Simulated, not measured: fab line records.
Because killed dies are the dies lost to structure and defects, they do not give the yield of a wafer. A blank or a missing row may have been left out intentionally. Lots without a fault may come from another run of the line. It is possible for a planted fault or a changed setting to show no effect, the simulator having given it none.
A lot that was struck, set against a sound lot	flow sfq line	15 out of 325 route steps
Sound: the wafers L353.3, L353.5, L353.6. Wafers struck: L365.1, L365.2, L365.5. The cause is given at the end.
At each step with rows: each side's tool, then ch and its chambers, then its first start. Under that, the readings that differ: sound wafers	struck wafers	difference of the means	sigmas: that difference in standard deviations of wafers without a fault.
alike: words and numbers the same on both sides, and readings whose means are apart by under 2 such deviations; not compared: readings that were withheld, readings missing a value for some wafer, numbers with overlapping values and no deviation given by the record, and bounds like >300 which may hide the same value.
The two part at a step that has a row with sigmas, a row that says differs or no value, or rows on one side only. Numbers that have no deviation but don't overlap get no sigmas and don't part them. Lack of a reading on every wafer of one side parts them only where that side has two or more wafers.

first, 1 step without rows for these wafers: SFQ_TRILAYER_M2_STRIP_SOLV_CLEAN_062 (cleans in NMP, time 600 s).
SFQ_TRILAYER_I2_DEP_PECVD_063: deposits SiO2 from SiH4/N2O, time 111.11 s, target thk 500 nm.
  sound on pecvd-04 ch 1,2, day 34 03:29; struck on pecvd-04 ch 1,2, day 41 08:59
  alike: heater power w, throttle valve pct
SFQ_TRILAYER_I2_CMP_CMP_064: polishes SiO2.
  sound on cmp-02 ch 0,1, day 34 18:07; struck on cmp-02 ch 0,2, day 41 16:58
  alike: head pressure psi, motor current A, time to endpoint s
SFQ_I2_BOW_MEAS_917:
  struck on film metro-01, day 41 19:58; sound on film metro-01, day 34 21:10
  alike: I2_BOW
SFQ_TRILAYER_I2_METRO_MEASURE_065:
  struck on film metro-01, day 41 20:05; sound on film metro-01, day 34 21:38
  alike: thk nm
then, 6 steps without rows for these wafers: SFQ_TRILAYER_I2_VIA_LITHO_COAT_072 (resist thk 62 nm); SFQ_TRILAYER_I2_VIA_LITHO_COAT_067 (resist thk 650 nm); SFQ_TRILAYER_I2_VIA_LITHO_SOFTBAKE_071; SFQ_TRILAYER_I2_VIA_LITHO_EXPOSE_068 (exposes mask I2, target cd 500 nm); SFQ_TRILAYER_I2_VIA_LITHO_PEB_070 (peb time 60 s); SFQ_TRILAYER_I2_VIA_LITHO_DEVELOP_069 (time 60 s).
SFQ_I2_OVL_MEAS_918:
  struck on overlay-01, day 42 00:40; sound on overlay-02, day 35 00:42
reading	sound	struck	difference	sigmas
I2_OVL (nm)	9 7 8	0 -1 -5	-10	-2
SFQ_TRILAYER_I2_VIA_BARC_OPEN_VIA_ETCH_096: etches BARC in O2, target depth 125 nm, time 41.7 s.
  sound on rie diel-02 ch 2,3, day 35 00:43; struck on rie diel-03 ch 1,2, day 42 00:42
reading	sound	struck	difference	sigmas
oes product au (a.u.)	0.682 0.684 0.683	0.847 0.838 0.842	+0.159	+35
run length s (s)	69.9 69.8 69.8	61.4 60.8 60.6	-8.9	-17
model.KrF_of_TRILAYER_I2_VIA_LITHO_COAT_067.thk nm (nm)	576.2 573.4 577.5	585.3 585.1 585.5	+9.6	
  alike: drypump motor current A
  not compared: rf hours counter h
SFQ_TRILAYER_I2_VIA_ETCH_VIA_ETCH_070: etches SiO2 in CHF3, stops on Nb, target depth 260 nm.
  sound on rie diel-02 ch 2,3, day 35 00:46; struck on rie diel-03 ch 1,2, day 42 00:44
reading	sound	struck	difference	sigmas
model.KrF_of_TRILAYER_I2_VIA_LITHO_COAT_067.thk nm (nm)	532 527.5 533.6	541.2 540.1 541.4	+9.9	
  alike: drypump motor current A, oes product au
SFQ_TRILAYER_I2_VIA_STRIP_STRIP_071: strips in O2.
  sound on rie metal-04 ch 0,1, day 35 01:04; struck on rie metal-04 ch 0, day 42 00:51
  alike: drypump motor current A, oes product au
  not compared: rf hours counter h

## WHERE THEY PART
At SFQ_I2_OVL_MEAS_918 first; at SFQ_TRILAYER_I2_VIA_BARC_OPEN_VIA_ETCH_096 last (within this record only). Later steps at which nothing parts them and some readings are alike: SFQ_TRILAYER_I2_VIA_ETCH_VIA_ETCH_070, SFQ_TRILAYER_I2_VIA_STRIP_STRIP_071.

WHY: what had been put in by the simulator
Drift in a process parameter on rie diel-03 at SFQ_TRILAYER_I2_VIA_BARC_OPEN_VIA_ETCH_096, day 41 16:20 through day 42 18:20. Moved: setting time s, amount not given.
